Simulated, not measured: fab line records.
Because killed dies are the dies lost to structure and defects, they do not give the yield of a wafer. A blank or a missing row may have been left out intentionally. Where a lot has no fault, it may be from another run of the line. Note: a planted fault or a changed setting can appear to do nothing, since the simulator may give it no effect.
A lot that was struck, set against a sound lot | flow sky130 | 31 steps out of a route of 708
Sound: these wafers, L428.1, L428.2, L428.3. Wafers L420.3, L420.4, L420.5 were the ones struck. At the end, the cause is stated.
Each step with rows lists, per side, the tool, then ch with its chambers, then its first start. Under that, the readings that differ: sound wafers | struck wafers | difference of the means | sigmas: that difference in standard deviations of wafers without a fault.
alike: readings with means less than 2 such deviations apart, plus words and numbers identical on both sides. not compared: withheld readings, readings lacking a value on some wafer, bounds such as >300 that could conceal the same value, and numbers that have no deviation in the record and whose values overlap.
The two part at a step that has a row with sigmas, a row that says differs or no value, or rows on one side only. Numbers that don't overlap but have no deviation are shown without sigmas and don't part them. A reading that every wafer of one side lacks parts them only if that side has two wafers or more.

first, 1 step without rows for these wafers: SKY_NWELL_IMPLANT_13.
SKY_NWELL_STRIP_14: strips in O2/N2.
  sound on plasma-asher-01 ch 0,1, day 7 21:04; struck on plasma-asher-03 ch 0,1, day 6 05:26
  alike: drypump-motor-current-A, oes-product-au, strip-time-to-endpoint-s
  not compared: rf-hours-counter-h
SKY_NWELL_TW_MEAS_15:
  struck on film-metro-04, day 6 05:31; sound on film-metro-01, day 7 21:10
  reading  | sound          | struck         | difference | sigmas
  NWELL_TW | 1824 1818 1831 | 1774 1771 1770 | -53        | -2
then, 7 steps without rows for these wafers: SKY_NWELL_DEHYDRATE_16 (time 60 s); SKY_NWELL_HMDS_17 (prime time 60 s); SKY_NWELL_COAT_18 (resist thk 3000 nm); SKY_NWELL_SOFTBAKE_19; SKY_NWELL_EXPOSE_20 (exposes mask NWM COMPLEMENT, target cd 840 nm); SKY_NWELL_PEB_21; SKY_NWELL_DEVELOP_22 (develop time 60 s).
SKY_NWELL_OVL_MEAS_23:
  struck on overlay-01, day 6 23:40; sound on overlay-01, day 8 17:55
  alike: NWELL_01_OVL
next, for these wafers, 1 step has no rows: SKY_NWELL_IMPLANT_24.
SKY_NWELL_STRIP_25: strips in O2/N2.
  sound on plasma-asher-01 ch 0,1, day 8 18:07; struck on plasma-asher-03 ch 0,1, day 6 23:52
  reading                                 | sound             | struck            | difference                    | sigmas
  oes-product-au (a.u.)                   | 0.723 0.719 0.721 | 0.869 0.844 0.913 | +0.154                        | +34
  strip-time-to-endpoint-s (s)            | 36.99 37.01 37.00 | - - -             | no value on the struck wafers |
  model.coat_of_NWELL_COAT_18.thk-nm (nm) | 0 0 0             | 2452 2453 2456    | +2454                         |
  alike: drypump-motor-current-A
  not compared: rf-hours-counter-h
SKY_NWELL_TW_MEAS_26:
  struck on film-metro-03, day 6 23:57; sound on film-metro-03, day 8 18:13
  alike: NWELL_2_TW
then, 1 step without rows for these wafers: SKY_NWELL_CLEAN_27 (cleans in SC1/SC2, time 150 s).
SKY_NWELL_RTA_28: time 30 s.
  sound on rtp-anneal-02 ch 0, day 8 18:19; struck on rtp-anneal-01 ch 0, day 7 00:04
  reading        | sound             | struck            | difference | sigmas
  chamber-o2-ppm | 1.967 1.965 1.956 | 1.978 2.038 2.027 | +0.052     | +2
  alike: lamp-power-pct, wafer_temp_C_max
SKY_NWELL_RS_MEAS_29: a four-point-probe measurement.
  struck on film-metro-04, day 7 00:11; sound on film-metro-04, day 8 18:25
  alike: NWELL_RS
SKY_NWELL_RS_MEAS_31: a four-point-probe measurement.
  struck on film-metro-04, day 7 00:25; sound on film-metro-04, day 8 18:40
  reading          | sound          | struck         | difference | sigmas
  PWDE_RS (ohm/sq) | 5333 5300 5329 | 5267 5273 5271 | -50        | -3
then, 7 steps without rows for these wafers: SKY_VT_ADJUST_HVTP_DEHYDRATE_00 (time 60 s); SKY_VT_ADJUST_HVTP_HMDS_01 (prime time 60 s); SKY_VT_ADJUST_HVTP_COAT_02 (resist thk 1140 nm); SKY_VT_ADJUST_HVTP_SOFTBAKE_03 (time 60 s); SKY_VT_ADJUST_HVTP_EXPOSE_04 (exposes mask HVTPM, target cd 380 nm); SKY_VT_ADJUST_HVTP_PEB_05; SKY_VT_ADJUST_HVTP_DEVELOP_06 (develop time 60 s).
SKY_VT_ADJUST_HVTP_CD_MEAS_07: target cd 380 nm.
  struck on cd-sem-01, day 7 20:16; sound on cd-sem-01, day 9 23:19
  alike: cd-nm
SKY_VT_ADJUST_HVTP_OVL_MEAS_08:
  struck on overlay-01, day 7 20:21; sound on overlay-01, day 9 23:26
  alike: VT_ADJUST_HVTP_OVL
next, for these wafers, 1 step has no rows: SKY_VT_ADJUST_HVTP_IMPLANT_09.
SKY_VT_ADJUST_HVTP_STRIP_10: strips in O2/N2.
  sound on plasma-asher-01 ch 0,1, day 9 23:37; struck on plasma-asher-04 ch 0,1, day 7 20:34
  reading                      | sound             | struck            | difference | sigmas
  oes-product-au (a.u.)        | 0.720 0.719 0.713 | 0.726 0.725 0.732 | +0.010     | +2
  strip-time-to-endpoint-s (s) | 14.15 14.16 14.20 | 50.64 50.67 50.69 | +36.50     | +99 or more
  alike: drypump-motor-current-A
  not compared: rf-hours-counter-h
SKY_VT_ADJUST_HVTP_TW_MEAS_11:
  struck on film-metro-02, day 7 20:39; sound on film-metro-02, day 9 23:43
  reading           | sound          | struck   | difference | sigmas
  VT_ADJUST_HVTP_TW | 1346 1346 1343 | 30 30 30 | -1315      | -99 or more
then, 1 step without rows for these wafers: SKY_VT_ADJUST_LVTN_DEHYDRATE_00 (time 60 s).

== WHERE THEY PART ==
First at SKY_NWELL_TW_MEAS_15; last, within this record, at SKY_VT_ADJUST_HVTP_TW_MEAS_11.

WHY: whatever the simulator had introduced
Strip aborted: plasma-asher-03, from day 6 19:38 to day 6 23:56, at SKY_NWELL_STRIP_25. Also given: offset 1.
